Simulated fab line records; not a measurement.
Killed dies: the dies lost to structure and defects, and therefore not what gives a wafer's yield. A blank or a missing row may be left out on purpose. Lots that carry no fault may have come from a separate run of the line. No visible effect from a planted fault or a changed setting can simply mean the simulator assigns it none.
The tool behind it: which one? ; flow gf180mcu ; Sampling: 13 lots, 39 wafers, 6 of 602 route steps

## WHAT THE GAUGES READ, wafer by wafer
GF_STI_CD_MEAS_12 targets a cd of 220 nm. Usual: cd nm 219.4 nm, standard deviation 1.3.
lot;measured;on;cd nm (nm);flag
L194;day 2 01:10;cd sem-01;221.3 221.5 222.2;
L195;day 2 08:04;cd sem-01;219.5 217.3 219.0;
L197;day 2 16:18;cd sem-01;220.7 220.8 219.7;
L199;day 3 02:59;cd sem-01;218.0 218.9 218.3;
L200;day 3 08:42;cd sem-01;217.6 219.1 218.0;
L201;day 3 13:34;cd sem-01;222.4 220.6 223.2;
L202;day 3 18:18;cd sem-01;218.3 217.7 218.5;
L203;day 3 23:43;cd sem-02;217.7 218.7 218.6;
L209;day 5 06:41;cd sem-02;221.0 220.4 220.0;
L213;day 6 03:35;cd sem-02;219.9 219.8 220.3;
L215;day 6 14:05;cd sem-02;219.2 218.4 220.4;
L216;day 6 18:56;cd sem-01;217.8 217.7 217.4;
L217;day 7 00:59;cd sem-02;220.1 219.7 219.5;

GF_MVSD_TW_MEAS_11. Usual: for MVSD_TW the level is 1580 and the standard deviation is 9.9.
lot;measured;on;MVSD_TW;flag
L194;day 4 08:27;film metro-04;1583 1582 1586;
L195;day 4 16:55;film metro-01;1579 1591 1580;
L197;day 5 03:25;film metro-04;1585 1587 1583;
L199;day 5 14:55;film metro-02;1550 1563 1553;
L200;day 5 21:20;film metro-01;1567 1584 1581;
L201;day 6 02:59;film metro-01;1572 1584 1581;
L202;day 6 08:35;film metro-04;1596 1586 1588;
L203;day 6 15:11;film metro-04;1590 1588 1580;
L209;day 8 01:58;film metro-04;1580 1584 1580;
L213;day 8 23:50;film metro-04;1583 1570 1593;
L215;day 9 13:50;film metro-04;1577 1585 1583;
L216;day 9 21:56;film metro-02;1572 1578 1584;
L217;day 10 02:00;film metro-02;1582 1584 1582;

GF_MVPSD_TW_MEAS_11. Usual: for MVPSD_TW the level is 552 and the standard deviation is 3.3.
lot;measured;on;MVPSD_TW;flag
L194;day 4 22:43;film metro-01;558 555 554;
L195;day 5 07:52;film metro-01;553 555 550;
L197;day 5 18:11;film metro-02;545 545 547;
L199;day 6 06:23;film metro-02;551 552 554;
L200;day 6 12:55;film metro-04;556 557 553;
L201;day 6 18:50;film metro-01;580 580 578 578 581 578;OFF
L202;day 6 23:52;film metro-04;555 558 559;
L203;day 7 10:08;film metro-04;554 555 552;
L209;day 8 19:15;film metro-02;579 579 578 576 580 582;OFF
L213;day 9 17:18;film metro-04;555 555 556;
L215;day 10 08:41;film metro-04;550 554 548;
L216;day 10 15:30;film metro-04;554 553 551;
L217;day 10 20:23;film metro-02;553 553 553;

GF_VT_IMPLANT_RS_MEAS_49: a four-point-probe measurement. Usual: for MVPSD_RS the level is 1170.5 ohm/sq and the standard deviation is 2.7.
lot;measured;on;MVPSD_RS (ohm/sq);flag
L194;day 7 09:43;film metro-02;1170.3 1172.1 1171.4;
L195;day 8 00:16;film metro-02;1168.3 1167.2 1170.5;
L197;day 8 06:22;film metro-04;1174.8 1174.5 1167.7;
L199;day 8 21:13;film metro-04;1172.2 1173.7 1170.1;
L200;day 9 12:34;film metro-04;1169.2 1168.5 1173.3;
L201;day 9 12:37;film metro-02;1006.5 1005.4 1006.7 1006.8 1008.0 1008.6;OFF
L202;day 9 14:30;film metro-04;1169.2 1170.6 1169.5;
L203;day 10 06:58;film metro-02;1170.3 1170.7 1169.7;
L209;day 11 18:53;film metro-02;1009.5 1011.6 1008.6 1010.8 1011.8 1009.5;OFF
L213;day 12 21:26;film metro-04;1172.4 1173.6 1166.4;
L215;day 13 14:26;film metro-02;1172.1 1172.4 1170.6;
L216;day 13 21:57;film metro-04;1171.1 1171.1 1170.6;
L217;day 14 03:53;film metro-04;1165.9 1170.0 1168.6;

## EACH LOT AND THE TOOL THAT RAN IT (in order: tool; ch and the chambers of the sampled wafers; start)
lot;GF_STI_ETCH_13;GF_MVPSD_IMPLANT_09
L194;rie diel-01 ch 1,2,3, day 2 01:17;implanter-02 ch 0, day 4 22:28
L195;rie diel-02 ch 1,2,3, day 2 08:11;implanter-02 ch 0, day 5 07:37
L197;rie diel-01 ch 0,1, day 2 16:22;implanter-02 ch 0, day 5 17:58
L199;rie diel-02 ch 0,1,2, day 3 03:04;implanter-04 ch 0, day 6 06:10
L200;rie diel-04 ch 0,1,2, day 3 08:49;implanter-04 ch 0, day 6 12:40
L201;rie diel-01 ch 1,3, day 3 13:41;implanter-03 ch 0, day 6 18:10
L202;rie diel-04 ch 1,2, day 3 18:23;implanter-02 ch 0, day 6 23:39
L203;rie diel-04 ch 0,2,3, day 3 23:50;implanter-02 ch 0, day 7 09:53
L209;rie diel-04 ch 0,1, day 5 06:48;implanter-02 ch 0, day 8 18:41
L213;rie diel-01 ch 0,1, day 6 03:41;implanter-03 ch 0, day 9 17:04
L215;rie diel-04 ch 0,1,2, day 6 14:12;implanter-02 ch 0, day 10 08:26
L216;rie diel-01 ch 2,3, day 6 19:03;implanter-04 ch 0, day 10 15:15
L217;rie diel-04 ch 2,3, day 7 01:05;implanter-04 ch 0, day 10 20:07
- GF_STI_ETCH_13: etches the open film in CHF3/O2, stops on Si, target depth 282.31 nm, time 112.9 s.
- GF_MVPSD_IMPLANT_09

## WHAT THE TOOLS THEMSELVES READ (means of the sampled wafers that have a number; where no wafer has one, the mark that the record gives instead)
GF_STI_ETCH_13. Usual: drypump motor current A 6.0 A, standard deviation 0.33; oes product au 0.833 a.u., standard deviation 0.0062; throttle valve pct 8.810 %, standard deviation 0.0093.
lot;tool;drypump motor current A (A);oes product au (a.u.);throttle valve pct (%);flag
L194;rie diel-01;5.8;0.833;8.805;
L195;rie diel-02;5.8;0.831;8.811;
L197;rie diel-01;5.8;0.830;8.807;
L199;rie diel-02;5.9;0.827;8.807;
L200;rie diel-04;6.0;0.834;8.820;
L201;rie diel-01;6.1;0.830;8.810;
L202;rie diel-04;6.2;0.841;8.811;
L203;rie diel-04;6.3;0.836;8.815;
L209;rie diel-04;5.9;0.833;8.808;
L213;rie diel-01;5.8;0.833;8.806;
L215;rie diel-04;6.1;0.825;8.807;
L216;rie diel-01;6.1;0.834;8.819;
L217;rie diel-04;6.5;0.839;8.811;

## THE ANSWER, worked out from the rows above alone
Rule: a lot counts as off when the mean over its wafers that have a number is more than 3 standard deviations away from the usual mean. A lot without any number at a reading at which 4 lots or more have one is off too. Any other lot the step has rows for is counted as sound. After the gauges, taken in route order, come the tools' own readings; for these a lot's mean is taken, as printed above. The first step at which some lot is off is used, and at that step the reading that is off furthest; a lot without a number counts as furthest.
Off: L201, L209, at GF_MVPSD_TW_MEAS_11 (MVPSD_TW).
A tool fits if, at a process step before that reading, it ran every lot that is off, and no sound lot after the first of them. The gauges at GF_MVPSD_TW_MEAS_11 are tried like those tools. Not one of the candidates tried fits.

## WHAT THE SIMULATOR HAD INSERTED
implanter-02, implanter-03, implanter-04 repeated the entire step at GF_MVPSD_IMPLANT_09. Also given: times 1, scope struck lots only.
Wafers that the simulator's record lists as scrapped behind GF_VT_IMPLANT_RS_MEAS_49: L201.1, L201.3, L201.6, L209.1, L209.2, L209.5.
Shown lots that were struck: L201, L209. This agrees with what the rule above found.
